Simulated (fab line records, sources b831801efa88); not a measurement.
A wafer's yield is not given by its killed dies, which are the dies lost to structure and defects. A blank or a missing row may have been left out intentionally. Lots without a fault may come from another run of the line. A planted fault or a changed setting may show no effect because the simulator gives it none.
Which tool is to blame? / flow sfq-line / 14 lots, 41 wafers sampled, at 4 steps of a route of 325

## WHAT THE GAUGES READ, wafer by wafer
SFQ_M7_OVL_MEAS_945.
lot=L489; measured=day 68 00:58; on=overlay-01; M7_OVL (nm)=0 -1 -6
lot=L492; measured=day 68 17:33; on=overlay-01; M7_OVL (nm)=3 2 7
lot=L497; measured=day 70 20:15; on=overlay-01; M7_OVL (nm)=5 5
lot=L499; measured=day 71 17:10; on=overlay-01; M7_OVL (nm)=-9 -11 -16
lot=L500; measured=day 78 04:04; on=overlay-01; M7_OVL (nm)=-4 -6 -6
lot=L503; measured=day 79 00:37; on=overlay-02; M7_OVL (nm)=-1 -4 -6
lot=L504; measured=day 79 04:13; on=overlay-02; M7_OVL (nm)=-2 1 7
lot=L506; measured=day 79 09:01; on=overlay-02; M7_OVL (nm)=-14 -9 -8
lot=L507; measured=day 79 14:15; on=overlay-02; M7_OVL (nm)=7 8 3
lot=L508; measured=day 80 03:12; on=overlay-01; M7_OVL (nm)=6 -4 -3
lot=L509; measured=day 80 05:36; on=overlay-02; M7_OVL (nm)=3 -5 1
lot=L510; measured=day 80 08:00; on=overlay-02; M7_OVL (nm)=-5 -1 4
lot=L511; measured=day 80 09:11; on=overlay-02; M7_OVL (nm)=4 10 4
lot=L512; measured=day 80 10:23; on=overlay-02; M7_OVL (nm)=7 9 9

## WHICH TOOL RAN EACH LOT (tool, then ch and the chambers of the sampled wafers, then the start)
lot=L489; SFQ_TRILAYER_M6_DEP_SPUTTER_157=pvd-sputter-05, day 62 13:37; SFQ_TRILAYER_I6_CMP_CMP_166=cmp-01 ch 1,3, day 63 02:19; SFQ_TRILAYER_I6_VIA_BARC_OPEN_VIA_ETCH_235=rie-diel-03 ch 0,3, day 67 21:17
lot=L492; SFQ_TRILAYER_M6_DEP_SPUTTER_157=pvd-sputter-06, day 63 03:56; SFQ_TRILAYER_I6_CMP_CMP_166=cmp-02 ch 1,2,3, day 63 14:40; SFQ_TRILAYER_I6_VIA_BARC_OPEN_VIA_ETCH_235=rie-diel-02 ch 0,2,3, day 68 14:05
lot=L497; SFQ_TRILAYER_M6_DEP_SPUTTER_157=pvd-sputter-05, day 65 15:42; SFQ_TRILAYER_I6_CMP_CMP_166=cmp-02 ch 1,2, day 70 08:36; SFQ_TRILAYER_I6_VIA_BARC_OPEN_VIA_ETCH_235=rie-diel-02 ch 1, day 70 16:09
lot=L499; SFQ_TRILAYER_M6_DEP_SPUTTER_157=pvd-sputter-06, day 66 18:08; SFQ_TRILAYER_I6_CMP_CMP_166=cmp-02 ch 0,1,2, day 71 08:00; SFQ_TRILAYER_I6_VIA_BARC_OPEN_VIA_ETCH_235=rie-diel-02 ch 1,2,3, day 71 13:37
lot=L500; SFQ_TRILAYER_M6_DEP_SPUTTER_157=pvd-sputter-03, day 70 23:04; SFQ_TRILAYER_I6_CMP_CMP_166=cmp-01 ch 0,1,2, day 74 01:35; SFQ_TRILAYER_I6_VIA_BARC_OPEN_VIA_ETCH_235=rie-diel-02 ch 0,2, day 77 21:08
lot=L503; SFQ_TRILAYER_M6_DEP_SPUTTER_157=pvd-sputter-03, day 71 19:28; SFQ_TRILAYER_I6_CMP_CMP_166=cmp-01 ch 0,1,2, day 75 07:17; SFQ_TRILAYER_I6_VIA_BARC_OPEN_VIA_ETCH_235=rie-diel-02 ch 0,1,2, day 78 21:08
lot=L504; SFQ_TRILAYER_M6_DEP_SPUTTER_157=pvd-sputter-05, day 71 23:04; SFQ_TRILAYER_I6_CMP_CMP_166=cmp-02 ch 0,2,3, day 75 08:35; SFQ_TRILAYER_I6_VIA_BARC_OPEN_VIA_ETCH_235=rie-diel-01 ch 1,2,3, day 78 23:32
lot=L506; SFQ_TRILAYER_M6_DEP_SPUTTER_157=pvd-sputter-03, day 72 02:40; SFQ_TRILAYER_I6_CMP_CMP_166=cmp-02 ch 0,3, day 75 13:23; SFQ_TRILAYER_I6_VIA_BARC_OPEN_VIA_ETCH_235=rie-diel-02 ch 0,1,2, day 79 04:20
lot=L507; SFQ_TRILAYER_M6_DEP_SPUTTER_157=pvd-sputter-05, day 72 06:01; SFQ_TRILAYER_I6_CMP_CMP_166=cmp-02 ch 0,1,3, day 75 18:11; SFQ_TRILAYER_I6_VIA_BARC_OPEN_VIA_ETCH_235=rie-diel-02 ch 1,2,3, day 79 10:20
lot=L508; SFQ_TRILAYER_M6_DEP_SPUTTER_157=pvd-sputter-03, day 72 13:13; SFQ_TRILAYER_I6_CMP_CMP_166=cmp-02 ch 0,2,3, day 76 05:07; SFQ_TRILAYER_I6_VIA_BARC_OPEN_VIA_ETCH_235=rie-diel-03 ch 0,2,3, day 79 19:56
lot=L509; SFQ_TRILAYER_M6_DEP_SPUTTER_157=pvd-sputter-06, day 72 15:37; SFQ_TRILAYER_I6_CMP_CMP_166=cmp-01 ch 0,2,3, day 76 07:31; SFQ_TRILAYER_I6_VIA_BARC_OPEN_VIA_ETCH_235=rie-diel-02 ch 1,2, day 79 22:41
lot=L510; SFQ_TRILAYER_M6_DEP_SPUTTER_157=pvd-sputter-03, day 72 19:13; SFQ_TRILAYER_I6_CMP_CMP_166=cmp-01 ch 0,2,3, day 76 13:06; SFQ_TRILAYER_I6_VIA_BARC_OPEN_VIA_ETCH_235=rie-diel-01 ch 0,1,3, day 80 01:05
lot=L511; SFQ_TRILAYER_M6_DEP_SPUTTER_157=pvd-sputter-05, day 72 20:25; SFQ_TRILAYER_I6_CMP_CMP_166=cmp-02 ch 0,1, day 76 14:12; SFQ_TRILAYER_I6_VIA_BARC_OPEN_VIA_ETCH_235=rie-diel-02 ch 2,3, day 80 02:17
lot=L512; SFQ_TRILAYER_M6_DEP_SPUTTER_157=pvd-sputter-06, day 72 21:37; SFQ_TRILAYER_I6_CMP_CMP_166=cmp-01 ch 2,3, day 76 16:36; SFQ_TRILAYER_I6_VIA_BARC_OPEN_VIA_ETCH_235=rie-diel-01 ch 1,2,3, day 80 03:29
- SFQ_TRILAYER_M6_DEP_SPUTTER_157: material Nb, target thk 200 nm, time 133.3 s.
- SFQ_TRILAYER_I6_CMP_CMP_166: polishes SiO2.
- SFQ_TRILAYER_I6_VIA_BARC_OPEN_VIA_ETCH_235: etches BARC in O2, target depth 125 nm, time 41.7 s.

## AS READ BY THE TOOLS THEMSELVES (means over the sampled wafers that have a number; for cases with no such wafer, the mark the record gives instead)
SFQ_TRILAYER_M6_DEP_SPUTTER_157.
lot=L489; tool=pvd-sputter-05; throttle-valve-pct (%)=29.6
lot=L492; tool=pvd-sputter-06; throttle-valve-pct (%)=29.6
lot=L497; tool=pvd-sputter-05; throttle-valve-pct (%)=29.4
lot=L499; tool=pvd-sputter-06; throttle-valve-pct (%)=30.0
lot=L500; tool=pvd-sputter-03; throttle-valve-pct (%)=30.4
lot=L503; tool=pvd-sputter-03; throttle-valve-pct (%)=29.4
lot=L504; tool=pvd-sputter-05; throttle-valve-pct (%)=29.0
lot=L506; tool=pvd-sputter-03; throttle-valve-pct (%)=29.8
lot=L507; tool=pvd-sputter-05; throttle-valve-pct (%)=29.7
lot=L508; tool=pvd-sputter-03; throttle-valve-pct (%)=29.9
lot=L509; tool=pvd-sputter-06; throttle-valve-pct (%)=29.3
lot=L510; tool=pvd-sputter-03; throttle-valve-pct (%)=29.7
lot=L511; tool=pvd-sputter-05; throttle-valve-pct (%)=29.7
lot=L512; tool=pvd-sputter-06; throttle-valve-pct (%)=29.3

SFQ_TRILAYER_I6_CMP_CMP_166.
lot=L489; tool=cmp-01; edge-zone-pressure-frac=1.000; motor-current-A (A)=10.4; time-to-endpoint-s (s)=223
lot=L492; tool=cmp-02; edge-zone-pressure-frac=1.002; motor-current-A (A)=9.0; time-to-endpoint-s (s)=221
lot=L497; tool=cmp-02; edge-zone-pressure-frac=0.999; motor-current-A (A)=9.4; time-to-endpoint-s (s)=220
lot=L499; tool=cmp-02; edge-zone-pressure-frac=0.997; motor-current-A (A)=9.1; time-to-endpoint-s (s)=219
lot=L500; tool=cmp-01; edge-zone-pressure-frac=1.001; motor-current-A (A)=9.5; time-to-endpoint-s (s)=219
lot=L503; tool=cmp-01; edge-zone-pressure-frac=1.002; motor-current-A (A)=9.7; time-to-endpoint-s (s)=219
lot=L504; tool=cmp-02; edge-zone-pressure-frac=1.003; motor-current-A (A)=8.7; time-to-endpoint-s (s)=209
lot=L506; tool=cmp-02; edge-zone-pressure-frac=0.999; motor-current-A (A)=9.0; time-to-endpoint-s (s)=210
lot=L507; tool=cmp-02; edge-zone-pressure-frac=0.998; motor-current-A (A)=9.0; time-to-endpoint-s (s)=211
lot=L508; tool=cmp-02; edge-zone-pressure-frac=1.001; motor-current-A (A)=8.5; time-to-endpoint-s (s)=218
lot=L509; tool=cmp-01; edge-zone-pressure-frac=1.005; motor-current-A (A)=9.8; time-to-endpoint-s (s)=216
lot=L510; tool=cmp-01; edge-zone-pressure-frac=1.007; motor-current-A (A)=10.0; time-to-endpoint-s (s)=221
lot=L511; tool=cmp-02; edge-zone-pressure-frac=1.004; motor-current-A (A)=8.8; time-to-endpoint-s (s)=212
lot=L512; tool=cmp-01; edge-zone-pressure-frac=1.006; motor-current-A (A)=10.3; time-to-endpoint-s (s)=218

SFQ_TRILAYER_I6_VIA_BARC_OPEN_VIA_ETCH_235.
lot=L489; tool=rie-diel-03; bias-w (W)=80.04; drypump-motor-current-A (A)=6.1; oes-product-au (a.u.)=0.683
lot=L492; tool=rie-diel-02; bias-w (W)=80.04; drypump-motor-current-A (A)=5.8; oes-product-au (a.u.)=0.684
lot=L497; tool=rie-diel-02; bias-w (W)=85.99; drypump-motor-current-A (A)=6.0; oes-product-au (a.u.)=0.687
lot=L499; tool=rie-diel-02; bias-w (W)=85.82; drypump-motor-current-A (A)=5.9; oes-product-au (a.u.)=0.687
lot=L500; tool=rie-diel-02; bias-w (W)=80.09; drypump-motor-current-A (A)=5.4; oes-product-au (a.u.)=0.684
lot=L503; tool=rie-diel-02; bias-w (W)=79.83; drypump-motor-current-A (A)=5.6; oes-product-au (a.u.)=0.687
lot=L504; tool=rie-diel-01; bias-w (W)=79.92; drypump-motor-current-A (A)=5.6; oes-product-au (a.u.)=0.684
lot=L506; tool=rie-diel-02; bias-w (W)=79.89; drypump-motor-current-A (A)=5.6; oes-product-au (a.u.)=0.687
lot=L507; tool=rie-diel-02; bias-w (W)=80.06; drypump-motor-current-A (A)=5.9; oes-product-au (a.u.)=0.684
lot=L508; tool=rie-diel-03; bias-w (W)=79.99; drypump-motor-current-A (A)=6.1; oes-product-au (a.u.)=0.684
lot=L509; tool=rie-diel-02; bias-w (W)=80.18; drypump-motor-current-A (A)=5.8; oes-product-au (a.u.)=0.685
lot=L510; tool=rie-diel-01; bias-w (W)=79.91; drypump-motor-current-A (A)=5.7; oes-product-au (a.u.)=0.689
lot=L511; tool=rie-diel-02; bias-w (W)=79.88; drypump-motor-current-A (A)=5.7; oes-product-au (a.u.)=0.688
lot=L512; tool=rie-diel-01; bias-w (W)=80.04; drypump-motor-current-A (A)=5.6; oes-product-au (a.u.)=0.684

## THE ANSWER, worked out from the rows above alone
Rule: the lots themselves supply what counts as usual. Put in order of their means at a reading, lots are off if they are a third of the lots or fewer, leave a main group of 4 or more, and stand apart from it by a gap of 3 or more times the standard deviation of the main group's means; of several such gaps the widest counts. A main group is skipped when, at the precision printed for the reading in the tables above, its means are all equal. A lot without any number at a reading at which 4 lots or more have one is off too. Any other lot the step has rows for is counted as sound. First the gauges in route order, then the tools' own readings, where a lot's mean is used as printed above. The first step at which some lot is off is used, and at that step the reading that is off furthest; a lot without a number counts as furthest.
Off at SFQ_TRILAYER_I6_VIA_BARC_OPEN_VIA_ETCH_235 (bias-w): L497, L499. Main group: mean 79.99 W, sd 0.099.
If a tool, at that step or one of the process steps before it, ran each lot that is off and ran no sound lot following the first of them, it fits. Of those tried, none fits.

## WHAT HAD BEEN PUT IN BY THE SIMULATOR
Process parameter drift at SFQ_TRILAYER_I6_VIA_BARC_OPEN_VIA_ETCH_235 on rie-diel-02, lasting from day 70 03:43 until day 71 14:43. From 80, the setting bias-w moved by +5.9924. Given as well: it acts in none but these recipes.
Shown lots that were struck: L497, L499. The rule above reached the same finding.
